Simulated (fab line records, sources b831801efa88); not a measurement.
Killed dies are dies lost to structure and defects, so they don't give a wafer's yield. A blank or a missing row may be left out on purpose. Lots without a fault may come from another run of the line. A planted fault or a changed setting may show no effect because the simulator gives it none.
fab line records | flow sfq_line
record lots=13 wafers=39 last_day=91
route steps=325 shown M4@149
lots that met no fault: from a run of the same line without faults
start_h: hours from the record's first day to the start of the lot's first wafer shown | wait_h: hours since the lot's step before | " the same as in the row above | L1.1+2: a row that stands for several wafers | - no value, or no start given | * or withheld: withheld | < > ~ a bound
route shown NAME@n: a module of which the file shows steps, and the number in the route of the first | usual: mean/standard deviation of fault-free wafers | same: alike in all rows | chamber/n: place in a boat | sites: the reading at each site | _std_site: their standard deviation | _edge_site: outer sites' mean less inner sites' | radius_mm: how far each site lies from the wafer's centre | mask NAME#n: copy n | behind: the tool/chamber that last shaped the wafer | hold: why the lot was held/for how many hours/how that ended | device: the transistor (n, p or np) that didn't switch | end of line: the same wafers' tests at the end of the route | a step without rows: its recipe alone | killed: dies lost to structure and defects at the first sort, not the wafer's yield | map: a wafer's dies, x killed, . not, _ none there
set.NAME: the setting as run; set.NAME@STEP: as run at that earlier step | model.NAME: the simulator's own value behind a step, which no gauge read
steps of the route over a sample of lots; a table a step, a row a wafer
services: from which hour (start_h, from the record's first day; less than 0 if before it) a tool's chamber was out of use, for how many hours, and why
## steps
# step SFQ_TRILAYER_M4_DEP_SPUTTER_091
# recipe material=Nb base_pressure_pa=1.33e-06 chamber_pressure_pa=0.1333 substrate_temp_c=20 resputter_cathode_voltage_v=400 target_thk_nm=200 power_w=2000 time_s=133.3
# usual throttle_valve_pct=30.1/0.79
# columns lot.wafer tool chamber start_h wait_h throttle_valve_pct
L323.4 pvd_sputter-06 - 1101.11 0.0 30.0
L323.5 " - " " 30.0
L323.6 " - " " 30.0
L326.1 pvd_sputter-06 - 1127.49 0.0 30.2
L326.2 " - " " 30.3
L326.4 " - " " 28.9
L327.3 pvd_sputter-06 - 1165.28 0.0 30.4
L327.5 " - " " 29.1
L327.6 " - " " 30.1
L328.1 pvd_sputter-04 - 1166.47 0.0 30.7
L328.2 " - " " 31.5
L328.3 " - " " 29.9
L330.1 pvd_sputter-04 - 1194.71 0.0 31.0
L330.4 " - " " 29.9
L330.5 " - " " 30.5
L332.4 pvd_sputter-04 - 1201.22 0.0 30.8
L332.5 " - " " 31.3
L332.6 " - " " 29.3
L334.3 pvd_sputter-04 - 1217.14 0.0 29.7
L334.5 " - " " 30.7
L334.6 " - " " 29.5
L337.1 pvd_sputter-04 - 1239.92 0.0 31.2
L337.5 " - " " 31.6
L337.6 " - " " 32.0
L339.3 pvd_sputter-05 - 1265.69 0.0 30.1
L339.4 " - " " 30.0
L339.5 " - " " 30.1
L343.1 pvd_sputter-05 - 1358.52 0.0 29.2
L343.4 " - " " 29.6
L343.6 " - " " 30.1
L344.1 pvd_sputter-04 - 1485.89 0.0 29.5
L344.5 " - " " 29.5
L344.6 " - " " 31.1
L345.2 pvd_sputter-06 - 1487.09 0.0 30.2
L345.4 " - " " 30.6
L345.5 " - " " 30.2
L346.2 pvd_sputter-04 - 1490.69 0.0 31.8
L346.4 " - " " 29.8
L346.5 " - " " 30.9
# step SFQ_M4_RS_MEAS_924
# recipe thk_meas_gauge=four-point-probe reads=Nb_of_TRILAYER_M4_DEP_SPUTTER_091
# usual M4_NB_RS=0.895/0.0088
# columns lot.wafer tool chamber start_h wait_h M4_NB_RS[ohm/sq]
L323.4 film_metro-04 - 1101.26 0.1 0.890
L323.5 " - " " 0.892
L323.6 " - " " 0.901
L326.1 film_metro-04 - 1127.58 0.0 0.910
L326.2 " - " " 0.914
L326.4 " - " " 0.918
L327.3 film_metro-03 - 1165.42 0.1 0.893
L327.5 " - " " 0.896
L327.6 " - " " 0.897
L328.1 film_metro-01 - 1166.56 0.0 0.893
L328.2 " - " " 0.891
L328.3 " - " " 0.897
L330.1 film_metro-03 - 1194.80 0.0 0.900
L330.4 " - " " 0.907
L330.5 " - " " 0.900
L332.4 film_metro-01 - 1201.33 0.1 0.885
L332.5 " - " " 0.888
L332.6 " - " " 0.886
L334.3 film_metro-01 - 1217.27 0.1 0.900
L334.5 " - " " 0.897
L334.6 " - " " 0.896
L337.1 film_metro-04 - 1240.01 0.0 0.901
L337.5 " - " " 0.899
L337.6 " - " " 0.662
L339.3 film_metro-03 - 1265.82 0.1 0.889
L339.4 " - " " 0.885
L339.5 " - " " 0.883
L343.1 film_metro-04 - 1358.61 0.0 0.891
L343.4 " - " " 0.893
L343.6 " - " " 0.897
L344.1 film_metro-04 - 1485.98 0.0 0.898
L344.5 " - " " 0.904
L344.6 " - " " 0.894
L345.2 film_metro-03 - 1487.20 0.1 0.888
L345.4 " - " " 0.885
L345.5 " - " " 0.886
L346.2 film_metro-04 - 1490.80 0.1 0.889
L346.4 " - " " 0.890
L346.5 " - " " 0.890
# step SFQ_TRILAYER_M4_ETCH_METAL_ETCH_096
# recipe target=Nb stop_on=SiO2 mask_material=PR chemistry=Cl2/Ar target_depth_nm=240 icp_w=600 bias_w=80 pressure_mtorr=10 time_s=120
# usual drypump_motor_current_A=6.0/0.45 oes_product_au=0.891/0.0065
# columns lot.wafer tool chamber start_h wait_h drypump_motor_current_A oes_product_au rf_hours_counter_h
L323.4 rie_metal-04 0 1105.01 0.1 6.5 0.895 -
L323.5 " 0 " " 6.5 0.892 -
L323.6 " 1 " " 6.7 0.887 -
L326.1 rie_metal-01 0 1130.10 0.0 5.4 0.878 83
L326.2 " 1 " " 5.6 0.881 12
L326.4 " 1 " " 5.6 0.871 -
L327.3 rie_metal-03 0 1169.21 0.1 6.4 0.892 -
L327.5 " 0 " " 6.4 0.894 -
L327.6 " 1 " " 6.1 0.888 -
L328.1 rie_metal-01 1 1170.37 0.0 5.6 0.895 17
L328.2 " 0 " " 5.4 0.901 89
L328.3 " 1 " " 5.6 0.901 -
L330.1 rie_metal-01 1 1338.24 0.0 5.6 0.890 42
L330.4 " 1 " " 5.6 0.883 -
L330.5 " 1 " " 5.6 0.898 -
L332.4 rie_metal-01 1 1345.48 0.1 5.6 0.900 -
L332.5 " 0 " " 5.4 0.891 -
L332.6 " 1 " " 5.6 0.892 -
L334.3 rie_metal-04 0 1354.63 0.1 6.4 0.891 -
L334.5 " 0 " " 6.5 0.899 -
L334.6 " 1 " " 6.6 0.891 -
L337.1 rie_metal-03 1 1375.84 0.0 6.1 0.894 30
L337.5 " 1 " " 6.1 0.886 -
L337.6 " 0 " " 6.4 1.004 -
L339.3 rie_metal-03 0 1396.28 0.1 6.3 0.892 -
L339.4 " 1 " " 6.0 0.898 -
L339.5 " 0 " " 6.3 0.888 -
L343.1 rie_metal-01 0 1478.01 0.0 5.4 0.892 129
L343.4 " 1 " " 5.6 0.898 -
L343.6 " 1 " " 5.6 0.890 -
L344.1 rie_metal-04 0 1488.79 0.0 6.5 0.883 3
L344.5 " 1 " " 6.7 0.887 -
L344.6 " 0 " " 6.5 0.893 -
L345.2 rie_metal-01 1 1490.09 0.1 5.6 0.891 -
L345.4 " 1 " " 5.6 0.899 -
L345.5 " 1 " " 5.6 0.894 -
L346.2 rie_metal-03 0 1494.39 0.0 6.4 0.888 52
L346.4 " 1 " " 6.1 0.898 -
L346.5 " 0 " " 6.4 0.904 -
## services
# columns tool chamber start_h hours kind
pvd_sputter-06 - 1078.17 2.8 repair
pvd_sputter-06 - 1078.82 2.2 repair
pvd_sputter-05 - 1094.63 5.5 repair
rie_metal-01 - 1163.95 0.2 repair
pvd_sputter-05 - 1169.74 3.4 repair
rie_metal-03 - 1184.62 0.5 repair
pvd_sputter-04 - 1186.84 2.6 repair
pvd_sputter-05 - 1191.68 16.7 repair
pvd_sputter-06 - 1226.30 7.5 repair
rie_metal-04 - 1228.26 9.1 repair
rie_metal-03 - 1240.86 2.8 pm
rie_metal-04 1 1242.20 11.4 repair
pvd_sputter-06 - 1246.08 4.5 repair
pvd_sputter-06 - 1258.48 2.2 repair
pvd_sputter-05 - 1282.59 19.4 repair
pvd_sputter-06 - 1324.96 0.8 repair
rie_metal-01 - 1347.60 2.8 pm
pvd_sputter-06 - 1359.11 1.5 repair
pvd_sputter-06 - 1388.83 1.0 repair
pvd_sputter-06 - 1409.50 4.4 repair
pvd_sputter-04 - 1424.35 2.6 repair
rie_metal-04 - 1431.61 0.4 repair
rie_metal-03 1 1434.59 7.9 repair
pvd_sputter-04 - 1442.35 2.9 repair
## key
first_sign step=SFQ_M4_RS_MEAS_924 reading=M4_NB_RS direction=down sigmas=27 usual=0.895 struck=0.662
effect step=SFQ_TRILAYER_M4_ETCH_METAL_ETCH_096 reading=oes_product_au direction=up sigmas=17 usual=0.891 struck=1.004
met_at SFQ_TRILAYER_M4_DEP_SPUTTER_091
struck_lots L337
struck_wafers L337.6
onset_between 1217.14 1239.92
fault kind=process_parameter_drift tool=pvd_sputter-04 chamber=- onset_h=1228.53 steps=SFQ_TRILAYER_M4_DEP_SPUTTER_091 channel=target_thk_nm offset=70.722 shape=step end_h=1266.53 scope=struck_wafers_only acts_in=these_recipes_only stated=200
